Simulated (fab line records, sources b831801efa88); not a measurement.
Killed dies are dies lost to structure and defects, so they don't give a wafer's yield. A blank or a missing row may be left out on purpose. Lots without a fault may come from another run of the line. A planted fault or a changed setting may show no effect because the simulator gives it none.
Which tool did it? | flow gf180mcu | 14 lots, 42 wafers sampled, at 4 steps of a route of 602

WHAT THE GAUGES READ, wafer by wafer
GF_V5_THK_MEAS_25: measures by xrf.
lot  | measured     | on            | V5_W_THK (nm)
L606 | day 27 12:12 | film_metro-01 | 372 375 368
L607 | day 27 15:30 | film_metro-01 | 367 374 374
L608 | day 28 00:22 | film_metro-01 | 369 371 378
L609 | day 28 00:22 | film_metro-02 | 355 365 356
L614 | day 30 05:50 | film_metro-01 | 361 361 364
L615 | day 30 09:23 | film_metro-01 | 365 378 369
L621 | day 31 17:31 | film_metro-02 | 362 365 360
L620 | day 31 20:07 | film_metro-03 | 374 372 373
L623 | day 32 07:14 | film_metro-01 | 365 368 365
L625 | day 32 11:19 | film_metro-02 | 370 366 357
L626 | day 32 21:25 | film_metro-03 | 368 374 369
L627 | day 33 03:12 | film_metro-02 | 360 357 354
L628 | day 33 06:35 | film_metro-01 | 377 379 374
L629 | day 33 11:40 | film_metro-03 | 367 362 365

GF_PASSIVATION_THK_MEAS_01.
lot  | measured     | on            | PASSIVATION_CVD_00_THK (nm)
L606 | day 28 09:46 | film_metro-02 | 998 1032 1003
L607 | day 28 12:47 | film_metro-02 | 1005 1017 1024
L608 | day 28 21:01 | film_metro-03 | 993 993 1001
L609 | day 28 21:10 | film_metro-02 | 1018 1011 1002
L614 | day 31 01:33 | film_metro-04 | 976 1005 1000
L615 | day 31 04:38 | film_metro-03 | 1003 991 1020
L621 | day 32 11:56 | film_metro-02 | 987 987 993
L620 | day 32 13:59 | film_metro-04 | 993 1014 990
L623 | day 33 01:05 | film_metro-02 | 1008 1017 1019
L625 | day 33 05:12 | film_metro-04 | 997 1014 1013
L626 | day 33 15:02 | film_metro-04 | 1022 1000 990
L627 | day 33 20:02 | film_metro-02 | 983 1015 1013
L628 | day 33 23:15 | film_metro-03 | 1001 1018 1004
L629 | day 34 04:21 | film_metro-04 | 984 996 1018

WHICH TOOL RAN EACH LOT (tool, then ch and the chambers of the sampled wafers, then the start)
lot  | GF_TOP_METAL_SPUTTER_02      | GF_TOP_METAL_SPUTTER_03
L606 | pvd_sputter-01, day 27 12:40 | pvd_sputter-01, day 27 12:43
L607 | pvd_sputter-02, day 27 15:59 | pvd_sputter-02, day 27 16:01
L608 | pvd_sputter-03, day 28 00:51 | pvd_sputter-03, day 28 00:54
L609 | pvd_sputter-02, day 28 00:52 | pvd_sputter-02, day 28 00:55
L614 | pvd_sputter-03, day 30 06:19 | pvd_sputter-03, day 30 06:21
L615 | pvd_sputter-03, day 30 09:53 | pvd_sputter-03, day 30 09:55
L621 | pvd_sputter-02, day 31 18:00 | pvd_sputter-02, day 31 18:02
L620 | pvd_sputter-02, day 31 20:36 | pvd_sputter-02, day 31 20:38
L623 | pvd_sputter-01, day 32 07:42 | pvd_sputter-01, day 32 07:44
L625 | pvd_sputter-02, day 32 11:48 | pvd_sputter-02, day 32 11:50
L626 | pvd_sputter-02, day 32 21:53 | pvd_sputter-02, day 32 21:56
L627 | pvd_sputter-01, day 33 03:41 | pvd_sputter-01, day 33 03:44
L628 | pvd_sputter-03, day 33 07:03 | pvd_sputter-03, day 33 07:05
L629 | pvd_sputter-02, day 33 12:09 | pvd_sputter-02, day 33 12:11
- GF_TOP_METAL_SPUTTER_02: material AlCu, target thk 900 nm, time 47.82 s.
- GF_TOP_METAL_SPUTTER_03: material Ti, target thk 5 nm, time 3.3 s.

WHAT THE TOOLS THEMSELVES READ (means of the sampled wafers that have a number; where no wafer has one, the mark that the record gives instead)
GF_TOP_METAL_SPUTTER_02.
lot  | tool           | throttle_valve_pct (%)
L606 | pvd_sputter-01 | 31.1
L607 | pvd_sputter-02 | 28.9
L608 | pvd_sputter-03 | 29.5
L609 | pvd_sputter-02 | 29.0
L614 | pvd_sputter-03 | 31.0
L615 | pvd_sputter-03 | 30.9
L621 | pvd_sputter-02 | 29.1
L620 | pvd_sputter-02 | 29.3
L623 | pvd_sputter-01 | 30.6
L625 | pvd_sputter-02 | 28.7
L626 | pvd_sputter-02 | 29.2
L627 | pvd_sputter-01 | 29.7
L628 | pvd_sputter-03 | 31.1
L629 | pvd_sputter-02 | 29.0

GF_TOP_METAL_SPUTTER_03.
lot  | tool           | throttle_valve_pct (%)
L606 | pvd_sputter-01 | 31.0
L607 | pvd_sputter-02 | 28.8
L608 | pvd_sputter-03 | 29.5
L609 | pvd_sputter-02 | 28.9
L614 | pvd_sputter-03 | 31.1
L615 | pvd_sputter-03 | 31.2
L621 | pvd_sputter-02 | 29.3
L620 | pvd_sputter-02 | 29.2
L623 | pvd_sputter-01 | 30.6
L625 | pvd_sputter-02 | 28.7
L626 | pvd_sputter-02 | 29.4
L627 | pvd_sputter-01 | 29.7
L628 | pvd_sputter-03 | 31.2
L629 | pvd_sputter-02 | 29.1

THE ANSWER, worked out from the rows above alone
Rule: what is usual is taken from the lots themselves. Put in order of their means at a reading, lots are off if they are a third of the lots or fewer, leave a main group of 4 or more, and stand apart from it by a gap of 3 or more times the standard deviation of the main group's means; of several such gaps the widest counts. A main group whose means are all the same, to the digits that the tables above print for the reading, isn't used. A lot without any number at a reading at which 4 lots or more have one is off too. The other lots that the step has rows for count as sound. The gauges are gone through in route order, then the tools' own readings, and for those a lot's mean is taken as printed above. The first step at which some lot is off is used, and at that step the reading that is off furthest; a lot without a number counts as furthest.
No lot is off at any reading shown: from this, nothing can be told.

WHAT THE SIMULATOR HAD PUT IN
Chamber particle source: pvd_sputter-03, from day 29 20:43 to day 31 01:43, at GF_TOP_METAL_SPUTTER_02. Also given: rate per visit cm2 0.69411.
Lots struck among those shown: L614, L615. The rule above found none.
